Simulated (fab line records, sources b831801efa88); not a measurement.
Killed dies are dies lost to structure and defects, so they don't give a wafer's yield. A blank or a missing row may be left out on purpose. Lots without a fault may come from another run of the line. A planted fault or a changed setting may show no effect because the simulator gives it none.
fab line records | flow sky130
record lots=7 wafers=21 last_day=50
route steps=708 shown LOCAL_INTERCONNECT@396 CONTACT@406 PAD_OPEN@708
lots that met no fault: from a run of the same line without faults
start_h: hours from the record's first day to the start of the lot's first wafer shown | wait_h: hours since the lot's step before | " the same as in the row above | L1.1+2: a row that stands for several wafers | - no value, or no start given | * or withheld: withheld | < > ~ a bound
route shown NAME@n: a module of which the file shows steps, and the number in the route of the first | usual: mean/standard deviation of fault-free wafers | same: alike in all rows | chamber/n: place in a boat | sites: the reading at each site | _std_site: their standard deviation | _edge_site: outer sites' mean less inner sites' | radius_mm: how far each site lies from the wafer's centre | mask NAME#n: copy n | behind: the tool/chamber that last shaped the wafer | hold: why the lot was held/for how many hours/how that ended | device: the transistor (n, p or np) that didn't switch | end of line: the same wafers' tests at the end of the route | a step without rows: its recipe alone | killed: dies lost to structure and defects at the first sort, not the wafer's yield | map: a wafer's dies, x killed, . not, _ none there
set.NAME: the setting as run; set.NAME@STEP: as run at that earlier step | model.NAME: the simulator's own value behind a step, which no gauge read
lots at some steps of the route; a table a step, a row a wafer
services: from which hour (start_h, from the record's first day; less than 0 if before it) a tool's chamber was out of use, for how many hours, and why
## steps
# step SKY_LOCAL_INTERCONNECT_PEB_09
# recipe peb_temp_c=withheld peb_time_s=withheld resist=KrF-thick
# step SKY_LOCAL_INTERCONNECT_DEVELOP_10
# recipe develop_time_s=60 resist=KrF-thick dev_temp_c=21
# step SKY_LOCAL_INTERCONNECT_CD_MEAS_11
# recipe target_cd_nm=170
# usual cd_nm=169.8/1.4
# columns lot.wafer tool chamber start_h wait_h cd_nm
L572.1 cd_sem-01 - 743.01 - 168.9
L572.5 " - " " 167.6
L572.6 " - " " 168.1
L575.2 cd_sem-01 - 773.78 - 171.8
L575.3 " - " " 170.4
L575.5 " - " " 171.1
L578.1 cd_sem-02 - 795.79 - 169.6
L578.3 " - " " 169.9
L578.5 " - " " 170.2
L580.2 cd_sem-02 - 806.83 - 170.1
L580.3 " - " " 172.5
L580.5 " - " " 170.7
L581.2 cd_sem-01 - 808.16 - 169.8
L581.3 " - " " 171.4
L581.4 " - " " 169.5
L582.2 cd_sem-02 - 813.56 - 171.1
L582.5 " - " " 171.7
L582.6 " - " " 170.7
L590.1 cd_sem-02 - 870.46 - 169.4
L590.3 " - " " 170.1
L590.6 " - " " 168.8
# step SKY_LOCAL_INTERCONNECT_OVL_MEAS_12
# usual LOCAL_INTERCONNECT_OVL=-2/5.2
# columns lot.wafer tool chamber start_h wait_h LOCAL_INTERCONNECT_OVL[nm]
L572.1 overlay-02 - 743.13 0.1 4
L572.5 " - " " -4
L572.6 " - " " 4
L575.2 overlay-01 - 773.89 0.1 -7
L575.3 " - " " 1
L575.5 " - " " -1
L578.1 overlay-01 - 795.91 0.1 0
L578.3 " - " " 3
L578.5 " - " " -3
L580.2 overlay-02 - 806.94 0.1 6
L580.3 " - " " 1
L580.5 " - " " -2
L581.2 overlay-02 - 808.26 0.1 -7
L581.3 " - " " -15
L581.4 " - " " -15
L582.2 overlay-01 - 813.66 0.1 -5
L582.5 " - " " -1
L582.6 " - " " -4
L590.1 overlay-01 - 870.58 0.1 -4
L590.3 " - " " 1
L590.6 " - " " -4
# step SKY_LOCAL_INTERCONNECT_ETCH_13
# recipe chemistry=N2/H2 target=BARC ion_energy_ev=200 bias_w=100 pressure_mtorr=30 n2_flow_sccm=100 h2_flow_sccm=200 icp_w=500 stop_on=SiO2 time_s=45.9 target_depth_a=600
# usual drypump_motor_current_A=5.8/0.32 oes_product_au=0.855/0.0047 throttle_valve_pct=13.223/0.0089
# columns lot.wafer tool chamber start_h wait_h drypump_motor_current_A oes_product_au rf_hours_counter_h throttle_valve_pct
L572.1 rie_metal-04 1 743.17 0.0 5.9 0.852 9 13.233
L572.5 " 0 " " 5.4 0.854 - 13.212
L572.6 " 1 " " 5.9 0.856 - 13.223
L575.2 rie_metal-02 0 773.92 0.0 5.5 0.858 13 13.211
L575.3 " 0 " " 5.5 0.854 - 13.211
L575.5 " 1 " " 6.0 0.856 - 13.227
L578.1 rie_metal-03 0 795.94 0.0 5.8 0.851 15 13.208
L578.3 " 0 " " 5.8 0.853 - 13.228
L578.5 " 0 " " 5.8 0.852 - 13.205
L580.2 rie_metal-04 0 806.97 0.0 5.3 0.851 10 13.214
L580.3 " 0 " " 5.4 0.854 - 13.210
L580.5 " 1 " " 6.0 0.853 - 13.227
L581.2 rie_metal-02 0 808.29 0.0 5.5 0.859 1 13.210
L581.3 " 1 " " 6.0 0.852 - 13.216
L581.4 " 0 " " 5.5 0.846 - 13.221
L582.2 rie_metal-04 1 813.69 0.0 6.0 0.855 13 13.225
L582.5 " 0 " " 5.4 0.854 - 13.225
L582.6 " 1 " " 6.0 0.855 - 13.225
L590.1 rie_metal-04 1 870.62 0.0 6.0 0.851 15 13.221
L590.3 " 0 " " 5.4 0.859 - 13.232
L590.6 " 1 " " 5.9 0.855 - 13.214
# step SKY_LOCAL_INTERCONNECT_METAL_ETCH_14
# recipe target_depth_nm=110 stop_on=PSG chemistry=Cl2/BCl3 target=TiN resist_sidewall_deg=88 pressure_mtorr=10 icp_w=900 bias_w=48.5 Cl2_flow_sccm=60 bcl3_flow_sccm=30 time_s=31.4
# usual drypump_motor_current_A=5.8/0.32 oes_product_au=0.943/0.0087 throttle_valve_pct=21.899/0.011
# columns lot.wafer tool chamber start_h wait_h drypump_motor_current_A oes_product_au rf_hours_counter_h throttle_valve_pct
L572.1 rie_metal-04 1 743.23 0.0 5.9 0.934 10 21.914
L572.5 " 0 " " 5.4 0.959 - 21.884
L572.6 " 1 " " 6.0 0.948 - 21.902
L575.2 rie_metal-02 0 773.98 0.0 5.5 0.933 13 21.912
L575.3 " 0 " " 5.5 0.949 - 21.896
L575.5 " 1 " " 6.0 0.950 - 21.906
L578.1 rie_metal-03 0 796.07 0.1 5.8 0.943 15 21.881
L578.3 " 0 " " 5.8 0.954 - 21.886
L578.5 " 0 " " 5.8 0.946 - 21.916
L580.2 rie_metal-04 0 807.03 0.0 5.3 0.969 10 21.889
L580.3 " 0 " " 5.4 0.949 - 21.911
L580.5 " 1 " " 5.9 0.948 - 21.878
L581.2 rie_metal-02 0 808.36 0.0 5.5 0.937 1 21.899
L581.3 " 1 " " 6.0 0.946 - 21.900
L581.4 " 0 " " 5.5 0.959 - 21.889
L582.2 rie_metal-04 1 813.76 0.0 6.0 0.943 13 21.914
L582.5 " 0 " " 5.4 0.942 - 21.904
L582.6 " 1 " " 5.9 0.945 - 21.896
L590.1 rie_metal-04 1 870.68 0.0 6.0 0.937 15 21.892
L590.3 " 0 " " 5.4 0.938 - 21.913
L590.6 " 1 " " 6.0 0.930 - 21.903
# step SKY_LOCAL_INTERCONNECT_STRIP_15
# recipe chemistry=O2/N2 power_w=1400 pressure_mtorr=1500 platen_temp_c=withheld o2_flow_sccm=3000 n2_flow_sccm=300 overash_fraction=0.5
# usual drypump_motor_current_A=5.9/0.36 oes_product_au=0.427/0.0044 strip_time_to_endpoint_s=4.720/0.025
# columns lot.wafer tool chamber start_h wait_h drypump_motor_current_A oes_product_au rf_hours_counter_h strip_time_to_endpoint_s
L572.1 plasma_asher-03 1 743.28 0.0 5.5 0.427 95 4.743
L572.5 " 0 " " 5.5 0.435 - 4.746
L572.6 " 1 " " 5.5 0.420 - 4.745
L575.2 plasma_asher-03 1 774.03 0.0 5.5 0.430 97 4.703
L575.3 " 0 " " 5.5 0.423 - 4.703
L575.5 " 1 " " 5.5 0.429 - 4.749
L578.1 plasma_asher-04 1 796.17 0.1 6.4 0.423 65 4.731
L578.3 " 0 " " 5.9 0.427 - 4.744
L578.5 " 0 " " 5.9 0.425 - 4.757
L580.2 plasma_asher-02 1 807.08 0.0 6.3 0.423 34 4.698
L580.3 " 0 " " 5.7 0.430 - 4.670
L580.5 " 1 " " 6.3 0.423 - 4.679
L581.2 plasma_asher-03 1 808.41 0.0 5.5 0.431 101 4.705
L581.3 " 0 " " 5.5 0.425 - 4.707
L581.4 " 1 " " 5.5 0.428 - 4.711
L582.2 plasma_asher-04 0 813.81 0.0 5.9 0.423 67 4.700
L582.5 " 1 " " 6.4 0.429 - 4.715
L582.6 " 0 " " 5.9 0.428 - 4.696
L590.1 plasma_asher-04 1 870.73 0.0 6.5 0.427 73 4.723
L590.3 " 0 " " 5.9 0.431 - 4.748
L590.6 " 0 " " 5.9 0.430 - 4.734
# step SKY_LOCAL_INTERCONNECT_STRIP_16
# recipe chemistry=post_etch_residue_remover time_s=1200 temp_c=72.5
# step SKY_LOCAL_INTERCONNECT_CLEAN_17
# recipe chemistry=IPA time_s=180 temp_c=25
# step SKY_LOCAL_INTERCONNECT_CLEAN_18
# recipe chemistry=O3/DIW dry=n2_spin
# step SKY_CONTACT_CVD_00
# recipe material=Si3N4 target_thk_nm=75 temp_c=400 time_s=withheld rf_w=450
# usual heater_power_w=734/74
# columns lot.wafer tool chamber start_h wait_h heater_power_w
L572.1 pecvd-03 2 743.88 0.0 697
L572.5 " 1 " " 671
L572.6 " 2 " " 698
L575.2 pecvd-03 1 774.62 0.0 655
L575.3 " 0 " " 737
L575.5 " 2 " " 617
L578.1 pecvd-01 0 796.80 0.0 630
L578.3 " 2 " " 675
L578.5 " 0 " " 637
L580.2 pecvd-04 1 807.68 0.0 925
L580.3 " 0 " " 835
L580.5 " 0 " " 670
L581.2 pecvd-01 0 809.01 0.0 704
L581.3 " 1 " " 753
L581.4 " 1 " " 759
L582.2 pecvd-04 2 814.40 0.0 709
L582.5 " 1 " " 767
L582.6 " 0 " " 719
L590.1 pecvd-01 1 871.36 0.0 840
L590.3 " 0 " " 710
L590.6 " 0 " " 765
# step SKY_CONTACT_THK_MEAS_01
# recipe reads=Si3N4_of_CONTACT_CVD_00
# usual CONTACT_CVD_00_THK=75.5/0.96
# columns lot.wafer tool chamber start_h wait_h CONTACT_CVD_00_THK[nm]
L572.1 film_metro-02 - 743.92 - 75.9
L572.5 " - " " 75.7
L572.6 " - " " 77.1
L575.2 film_metro-03 - 774.67 - 73.8
L575.3 " - " " 75.2
L575.5 " - " " 76.8
L578.1 film_metro-01 - 796.84 - 75.0
L578.3 " - " " 74.2
L578.5 " - " " 75.8
L580.2 film_metro-01 - 807.72 - 75.2
L580.3 " - " " 73.9
L580.5 " - " " 74.3
L581.2 film_metro-02 - 809.05 - 75.4
L581.3 " - " " 75.3
L581.4 " - " " 76.2
L582.2 film_metro-03 - 814.44 - 75.5
L582.5 " - " " 76.4
L582.6 " - " " 75.0
L590.1 film_metro-03 - 871.40 - 74.6
L590.3 " - " " 75.1
L590.6 " - " " 75.6
# step SKY_CONTACT_HDPCVD_02
# recipe material=SiO2 target_thk_nm=565 sigma_open_frac=0.3 time_s=94.2 temp_c=600 sih4_flow_sccm=60 pressure_mtorr=6
# usual pressure_mtorr=5.997/0.012 sih4_flow_sccm=60.02/0.18
# columns lot.wafer tool chamber start_h wait_h pressure_mtorr sih4_flow_sccm model.SiO2_of_CONTACT_HDPCVD_02.thk_nm
L572.1 hdpcvd-01 2 743.98 0.1 6.000 60.13 564.5
L572.5 " 2 " " 6.005 60.11 564.3
L572.6 " 0 " " 5.984 59.89 560.9
L575.2 hdpcvd-01 0 774.72 0.0 5.991 59.97 573.9
L575.3 " 2 " " 5.996 59.85 565.1
L575.5 " 1 " " 5.993 59.91 565.5
L578.1 hdpcvd-01 2 796.90 0.1 5.997 48.20 460.9
L578.3 " 0 " " 5.990 48.08 454.4
L578.5 " 2 " " 6.000 47.82 460.4
L580.2 hdpcvd-01 2 807.77 0.0 5.966 47.88 446.3
L580.3 " 0 " " 5.994 48.16 442.7
L580.5 " 2 " " 5.970 47.84 450.5
L581.2 hdpcvd-01 2 809.10 0.0 5.998 47.97 456.1
L581.3 " 0 " " 5.992 48.17 455.3
L581.4 " 1 " " 5.989 48.00 465.5
L582.2 hdpcvd-02 1 814.49 0.0 5.996 59.88 551.5
L582.5 " 1 " " 5.982 59.77 554.1
L582.6 " 2 " " 6.008 59.93 562.4
L590.1 hdpcvd-02 0 871.46 0.1 6.012 60.26 558.1
L590.3 " 1 " " 6.001 59.84 564.9
L590.6 " 1 " " 6.009 59.78 566.2
# step SKY_CONTACT_THK_MEAS_03
# recipe reads=SiO2_of_CONTACT_HDPCVD_02
# usual CONTACT_HDPCVD_THK=564/5.7
# columns lot.wafer tool chamber start_h wait_h CONTACT_HDPCVD_THK[nm]
L572.1 film_metro-01 - 744.04 0.0 565
L572.5 " - " " 564
L572.6 " - " " 561
L575.2 film_metro-02 - 774.79 0.0 574
L575.3 " - " " 565
L575.5 " - " " 565
L578.1 film_metro-03 - 796.97 0.0 461
L578.3 " - " " 455
L578.5 " - " " 460
L580.2 film_metro-02 - 807.85 0.0 446
L580.3 " - " " 442
L580.5 " - " " 450
L581.2 film_metro-03 - 809.18 0.0 456
L581.3 " - " " 455
L581.4 " - " " 466
L582.2 film_metro-02 - 814.57 0.0 551
L582.5 " - " " 554
L582.6 " - " " 563
L590.1 film_metro-02 - 871.52 0.0 558
L590.3 " - " " 566
L590.6 " - " " 566
# step SKY_CONTACT_CMP_04
# recipe material=SiO2 down_force_psi=4 platen_rpm=60 pad_velocity_m_s=0.94248
# usual motor_current_A=11.0/0.72 time_to_endpoint_s=84/4.8
# columns lot.wafer tool chamber start_h wait_h motor_current_A time_to_endpoint_s
L572.1 cmp-02 1 744.27 0.2 12.1 84
L572.6 " 2 " " 10.8 76
L572.5 " 3 " " 11.9 79
L575.3 cmp-01 3 774.84 0.0 11.7 85
L575.2 " 1 " " 11.5 96
L575.5 " 0 " " 9.9 79
L578.1 cmp-01 3 797.03 0.1 11.1 48
L578.3 " 2 " " 10.5 42
L578.5 " 3 " " 11.2 46
L580.2 cmp-01 0 807.95 0.1 10.8 36
L580.3 " 2 " " 10.9 38
L580.5 " 3 " " 11.4 43
L581.3 cmp-01 1 809.23 0.0 11.7 47
L581.4 " 2 " " 10.9 42
L581.2 " 0 " " 9.4 41
L582.2 cmp-01 3 814.72 0.1 11.1 81
L582.5 " 1 " " 11.0 82
L582.6 " 2 " " 10.6 80
L590.1 cmp-02 2 871.58 0.1 10.8 78
L590.3 " 3 " " 11.5 86
L590.6 " 2 " " 11.7 82
# step SKY_CONTACT_BOW_MEAS_05
# recipe mode=bow
# usual CONTACT_BOW=82/7.1
# columns lot.wafer tool chamber start_h wait_h CONTACT_BOW[um]
L572.1 film_metro-01 - 744.43 0.1 80
L572.5 " - " " 83
L572.6 " - " " 82
L575.2 film_metro-03 - 775.19 0.2 79
L575.3 " - " " 80
L575.5 " - " " 73
L578.1 film_metro-01 - 797.33 0.2 88
L578.3 " - " " 91
L578.5 " - " " 74
L580.2 film_metro-01 - 808.22 0.2 87
L580.3 " - " " 95
L580.5 " - " " 88
L581.2 film_metro-03 - 809.55 0.1 97
L581.3 " - " " 93
L581.4 " - " " 89
L582.2 film_metro-03 - 814.94 0.2 80
L582.5 " - " " 84
L582.6 " - " " 83
L590.1 film_metro-03 - 871.88 0.2 81
L590.3 " - " " 87
L590.6 " - " " 96
# step SKY_PAD_OPEN_PROBE_99
# usual killed_at_M0_to_M3=43/6.3 killed_at_M4_up=3.0/1.6 killed_at_contacts=25/5 killed_at_front_end=15/4.4 killed_dies=85/8.7 killed_open=47/6.9 killed_short=38/6.3
# same gross_dies=492 killed_at_back_side=0 killed_at_other=0
# columns lot.wafer tool chamber start_h wait_h killed_at_M0_to_M3 killed_at_M4_up killed_at_contacts killed_at_front_end killed_dies killed_open killed_short
L572.1 prober-01 - 1101.08 0.1 44 2 29 17 92 56 36
L572.5 prober-01 - 1101.28 0.2 46 5 29 23 103 64 39
L572.6 prober-01 - 1101.33 0.2 43 1 26 26 96 52 44
L575.2 prober-01 - 1129.29 0.1 39 5 24 21 89 46 43
L575.3 prober-01 - 1129.34 0.2 43 1 18 24 86 49 37
L575.5 prober-01 - 1129.44 0.2 40 3 22 13 78 41 37
L578.1 prober-02 - 1142.81 0.1 30 1 26 10 67 31 36
L578.3 prober-02 - 1142.91 0.2 57 1 29 21 108 53 55
L578.5 prober-02 - 1143.01 0.2 41 2 33 7 83 48 35
L582.2 prober-01 - 1157.22 0.1 52 1 19 19 91 53 38
L582.5 prober-01 - 1157.37 0.2 33 2 27 9 71 45 26
L582.6 prober-01 - 1157.42 0.2 39 1 30 16 86 53 33
L590.1 prober-02 - 1195.77 0.1 31 3 20 12 66 32 34
L590.3 prober-02 - 1195.87 0.2 39 3 26 9 77 39 38
L590.6 prober-02 - 1196.02 0.2 41 7 17 7 72 37 35
# killed by level:class
L572.1 CONTACT:geometric_particle:open=10 VIA1:geometric_particle:open=10 LI_CONTACT:geometric_particle:open=8 CONTACT:geometric_particle:short=7 POLY_GATE:geometric_particle:open=6 VIA1:geometric_particle:short=6 VIA2:geometric_particle:open=6 FIELD_ISO:geometric_particle:short=5
L572.5 CONTACT:geometric_particle:open=19 VIA1:geometric_particle:open=10 FIELD_ISO:geometric_particle:open=9 VIA2:geometric_particle:open=8 LI_CONTACT:geometric_particle:open=7 VIA3:geometric_particle:open=6 FIELD_ISO:geometric_particle:short=5 METAL1:geometric_particle:short=5
L572.6 CONTACT:geometric_particle:open=10 VIA1:geometric_particle:short=9 FIELD_ISO:geometric_particle:open=8 VIA1:geometric_particle:open=8 FIELD_ISO:geometric_particle:short=7 VIA2:geometric_particle:open=7 LI_CONTACT:geometric_particle:open=6 METAL2:geometric_particle:short=6
L575.2 VIA1:geometric_particle:open=7 LI_CONTACT:geometric_particle:open=6 LOCAL_INTERCONNECT:geometric_particle:short=6 FIELD_ISO:geometric_particle:open=5 VIA1:geometric_particle:short=5 CONTACT:geometric_particle:open=5 METAL1:geometric_particle:short=5 VIA3:geometric_particle:open=5
L575.3 VIA1:geometric_particle:open=8 FIELD_ISO:geometric_particle:short=7 VIA3:geometric_particle:open=7 METAL2:geometric_particle:short=6 LI_CONTACT:geometric_particle:open=6 FIELD_ISO:geometric_particle:open=5 POLY_GATE:geometric_particle:open=5 CONTACT:geometric_particle:short=5
L575.5 VIA1:geometric_particle:open=10 METAL1:geometric_particle:short=8 LI_CONTACT:geometric_particle:short=7 CONTACT:geometric_particle:open=7 VIA3:geometric_particle:open=5 VIA2:geometric_particle:open=5 FIELD_ISO:geometric_particle:open=3 POLY_GATE:geometric_particle:open=3
L578.1 CONTACT:geometric_particle:open=10 CONTACT:geometric_particle:short=6 VIA2:geometric_particle:short=6 FIELD_ISO:geometric_particle:short=5 VIA1:geometric_particle:short=5 VIA1:geometric_particle:open=5 LOCAL_INTERCONNECT:geometric_particle:open=4 LI_CONTACT:geometric_particle:open=3
L578.3 VIA3:geometric_particle:open=11 VIA2:geometric_particle:open=10 METAL2:geometric_particle:short=9 POLY_GATE:geometric_particle:open=7 CONTACT:geometric_particle:short=7 LI_CONTACT:geometric_particle:open=7 VIA2:geometric_particle:short=7 CONTACT:geometric_particle:open=6
L578.5 LI_CONTACT:geometric_particle:open=12 VIA2:geometric_particle:open=10 CONTACT:geometric_particle:open=9 LOCAL_INTERCONNECT:geometric_particle:short=8 VIA1:geometric_particle:open=7 VIA1:geometric_particle:short=5 CONTACT:geometric_particle:short=4 VIA3:geometric_particle:open=4
L582.2 VIA1:geometric_particle:open=12 METAL1:geometric_particle:short=8 VIA2:geometric_particle:open=8 CONTACT:geometric_particle:open=7 METAL2:geometric_particle:short=6 FIELD_ISO:geometric_particle:open=5 LI_CONTACT:geometric_particle:open=5 VIA3:geometric_particle:open=5
L582.5 CONTACT:geometric_particle:open=13 LI_CONTACT:geometric_particle:open=6 VIA1:geometric_particle:open=6 CONTACT:geometric_particle:short=4 METAL1:geometric_particle:short=4 VIA2:geometric_particle:open=4 METAL2:geometric_particle:short=4 VIA3:geometric_particle:open=4
L582.6 CONTACT:geometric_particle:open=13 VIA1:geometric_particle:open=9 FIELD_ISO:geometric_particle:open=8 LOCAL_INTERCONNECT:geometric_particle:short=6 CONTACT:geometric_particle:short=6 VIA2:geometric_particle:open=6 VIA3:geometric_particle:open=6 POLY_GATE:geometric_particle:open=4
L590.1 LOCAL_INTERCONNECT:geometric_particle:short=7 LI_CONTACT:geometric_particle:open=6 VIA1:geometric_particle:open=6 METAL2:geometric_particle:short=5 VIA3:geometric_particle:open=5 METAL1:geometric_particle:short=4 FIELD_ISO:geometric_particle:open=3 CONTACT:geometric_particle:open=3
L590.3 CONTACT:geometric_particle:open=11 VIA1:geometric_particle:open=9 METAL1:geometric_particle:short=7 CONTACT:geometric_particle:short=6 METAL2:geometric_particle:short=6 VIA2:geometric_particle:open=5 LI_CONTACT:geometric_particle:open=4 VIA3:geometric_particle:open=4
L590.6 METAL1:geometric_particle:short=7 VIA1:geometric_particle:open=7 VIA1:geometric_particle:short=6 LI_CONTACT:geometric_particle:open=6 CONTACT:geometric_particle:open=6 VIA3:geometric_particle:open=5 METAL4:geometric_particle:short=4 POLY_GATE:geometric_particle:open=3
## services
# columns tool chamber start_h hours kind
pecvd-04 1 724.46 16.7 repair
cmp-02 - 726.80 1.8 repair
plasma_asher-02 - 729.60 15.6 pm
pecvd-04 - 730.23 1.2 repair
cmp-02 - 740.83 0.3 repair
pecvd-03 - 742.95 0.8 pm
cmp-02 - 744.43 4.0 pm
hdpcvd-01 - 748.04 2.9 repair
plasma_asher-02 - 756.63 11.1 repair
plasma_asher-03 - 762.87 4.5 repair
cmp-01 - 766.93 0.5 repair
pecvd-01 2 769.92 8.7 repair
pecvd-03 - 775.27 4.4 repair
rie_metal-02 0 779.06 - clean
rie_metal-02 0 779.06 14.3 scheduled_down
plasma_asher-03 - 782.71 1.7 repair
cmp-01 - 790.44 5.3 pm
plasma_asher-03 - 790.51 2.8 pm
cmp-02 - 819.99 0.2 repair
cmp-02 - 827.00 2.4 repair
pecvd-03 - 841.28 0.7 repair
hdpcvd-02 - 852.88 0.6 repair
cmp-02 - 853.19 2.0 repair
rie_metal-03 1 859.13 12.2 repair
## key
first_sign step=SKY_CONTACT_HDPCVD_02 reading=sih4_flow_sccm direction=down sigmas=68 usual=60.02 struck=48.01
effect step=SKY_CONTACT_THK_MEAS_03 reading=CONTACT_HDPCVD_THK direction=down sigmas=19 usual=564 struck=455
effect step=SKY_CONTACT_CMP_04 reading=time_to_endpoint_s direction=down sigmas=8.6 usual=* struck=*
model_effect step=SKY_CONTACT_HDPCVD_02 value=SiO2_of_CONTACT_HDPCVD_02.thk_nm without=567.7 struck=454.7
met_at SKY_CONTACT_HDPCVD_02
struck_wafers L578.1,L578.3,L578.5,L580.2,L580.3,L580.5,L581.2,L581.3,L581.4
rows_end L580.2,L580.3,L580.5,L581.2,L581.3,L581.4
tester_left_out L578
onset_between 774.72 796.90
fault kind=process_parameter_drift tool=hdpcvd-01 chamber=- onset_h=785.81 steps=SKY_CONTACT_HDPCVD_02 channel=sih4_flow_sccm offset=-12 shape=step end_h=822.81 acts_in=these_recipes_only stated=60
# tester_left_out: of these lots the tester's yield and bins aren't shown, on N5 and GAA mostly nor the transistor test; their killed dies are dies lost to structure and defects alone, not to doping, threshold or leakage, so they don't give the yield
# rows_end: these wafers met a further fault down the route, and their rows from its step on are left out
